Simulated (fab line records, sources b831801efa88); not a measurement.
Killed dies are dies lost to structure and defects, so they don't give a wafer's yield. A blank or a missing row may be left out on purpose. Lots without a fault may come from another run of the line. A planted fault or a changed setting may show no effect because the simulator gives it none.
Which tool did it? | flow gf180mcu | 10 lots, 30 wafers sampled, at 4 steps of a route of 602

WHAT THE GAUGES READ, wafer by wafer
GF_LVPWELL_TW_MEAS_11. Usual: LVPWELL_TW 559, standard deviation 5.6.
lot  | measured    | on            | LVPWELL_TW     | flag
L882 | day 3 22:11 | film_metro-04 | 562 560 561    |
L883 | day 4 04:08 | film_metro-04 | 557 559 558    |
L884 | day 4 07:19 | film_metro-01 | 559 558 562    |
L885 | day 4 14:58 | film_metro-04 | 561 560 560    |
L886 | day 4 19:22 | film_metro-04 | 559 561 560    |
L887 | day 5 02:44 | film_metro-04 | 566 564 564    |
L889 | day 5 11:02 | film_metro-04 | 564 566 566    |
L893 | day 6 13:09 | film_metro-01 | 564 564 561    |
L898 | day 7 16:00 | film_metro-03 | 1025 1026 1023 | OFF
L899 | day 7 19:46 | film_metro-03 | 1026 1023 1016 | OFF

GF_VT_IMPLANT_RS_MEAS_48: measures by four-point-probe. Usual: LVPWELL_RS 1196 ohm/sq, standard deviation 3.1.
lot  | measured     | on            | LVPWELL_RS (ohm/sq) | flag
L882 | day 7 14:56  | film_metro-01 | 1196 1199 1197      |
L883 | day 7 21:25  | film_metro-01 | 1196 1196 1199      |
L884 | day 8 03:25  | film_metro-03 | 1198 1192 1192      |
L885 | day 8 10:29  | film_metro-03 | 1196 1196 1195      |
L886 | day 8 14:14  | film_metro-03 | 1198 1196 1199      |
L887 | day 8 23:51  | film_metro-03 | 1199 1195 1196      |
L889 | day 9 11:37  | film_metro-03 | 1203 1200 1197      |
L893 | day 10 17:48 | film_metro-04 | 1197 1197 1198      |
L898 | day 12 01:33 | film_metro-04 | 1512 1510 1509      | OFF
L899 | day 12 07:36 | film_metro-03 | 1515 1512 1514      | OFF

GF_V1_THK_MEAS_03. Usual: V1_CVD_02_THK 849 nm, standard deviation 13.
lot  | measured     | on            | V1_CVD_02_THK (nm) | flag
L882 | day 16 23:42 | film_metro-02 | 843 848 849        |
L883 | day 17 10:04 | film_metro-02 | 866 859 880        |
L884 | day 17 19:53 | film_metro-02 | 831 870 852        |
L885 | day 18 06:22 | film_metro-02 | 836 843 855        |
L886 | day 18 10:35 | film_metro-02 | 822 835 848        |
L887 | day 19 01:04 | film_metro-03 | 845 876 862        |
L889 | day 19 21:26 | film_metro-03 | 853 853 842        |
L893 | day 21 06:33 | film_metro-04 | 838 853 846        |
L898 | day 23 09:37 | film_metro-03 | 832 821 831        |
L899 | day 23 14:00 | film_metro-03 | 853 850 878        |

WHICH TOOL RAN EACH LOT (tool, then ch and the chambers of the sampled wafers, then the start)
lot  | GF_LVPWELL_IMPLANT_08
L882 | implanter-01 ch 0, day 3 21:47
L883 | implanter-03 ch 0, day 4 03:44
L884 | implanter-03 ch 0, day 4 06:57
L885 | implanter-03 ch 0, day 4 14:35
L886 | implanter-03 ch 0, day 4 18:59
L887 | implanter-01 ch 0, day 5 02:22
L889 | implanter-01 ch 0, day 5 10:38
L893 | implanter-02 ch 0, day 6 12:45
L898 | implanter-03 ch 0, day 7 15:36
L899 | implanter-03 ch 0, day 7 19:22
- GF_LVPWELL_IMPLANT_08

WHAT THE TOOLS THEMSELVES READ (means of the sampled wafers that have a number; where no wafer has one, the mark that the record gives instead)
GF_LVPWELL_IMPLANT_08. Usual: end_station_pressure_torr 5.08e-06 Torr, standard deviation 2.8e-07.
lot  | tool         | end_station_pressure_torr (Torr) | flag
L882 | implanter-01 | 4.92e-06                         |
L883 | implanter-03 | 5.00e-06                         |
L884 | implanter-03 | 4.84e-06                         |
L885 | implanter-03 | 5.05e-06                         |
L886 | implanter-03 | 5.15e-06                         |
L887 | implanter-01 | 5.08e-06                         |
L889 | implanter-01 | 5.31e-06                         |
L893 | implanter-02 | 5.00e-06                         |
L898 | implanter-03 | 4.99e-06                         |
L899 | implanter-03 | 5.31e-06                         |

THE ANSWER, worked out from the rows above alone
Rule: a lot is off if the mean of its wafers that have a number lies more than 3 standard deviations from the usual mean. A lot without any number at a reading at which 4 lots or more have one is off too. The other lots that the step has rows for count as sound. The gauges are gone through in route order, then the tools' own readings, and for those a lot's mean is taken as printed above. The first step at which some lot is off is used, and at that step the reading that is off furthest; a lot without a number counts as furthest.
Off: L898, L899, at GF_LVPWELL_TW_MEAS_11 (LVPWELL_TW).
A tool fits if, at a process step before that reading, it ran every lot that is off, and no sound lot after the first of them. The gauges at GF_LVPWELL_TW_MEAS_11 are tried like those tools. Can't be told from this: 2 tools fit, implanter-03 at GF_LVPWELL_IMPLANT_08, film_metro-03 at GF_LVPWELL_TW_MEAS_11.

WHAT THE SIMULATOR HAD PUT IN
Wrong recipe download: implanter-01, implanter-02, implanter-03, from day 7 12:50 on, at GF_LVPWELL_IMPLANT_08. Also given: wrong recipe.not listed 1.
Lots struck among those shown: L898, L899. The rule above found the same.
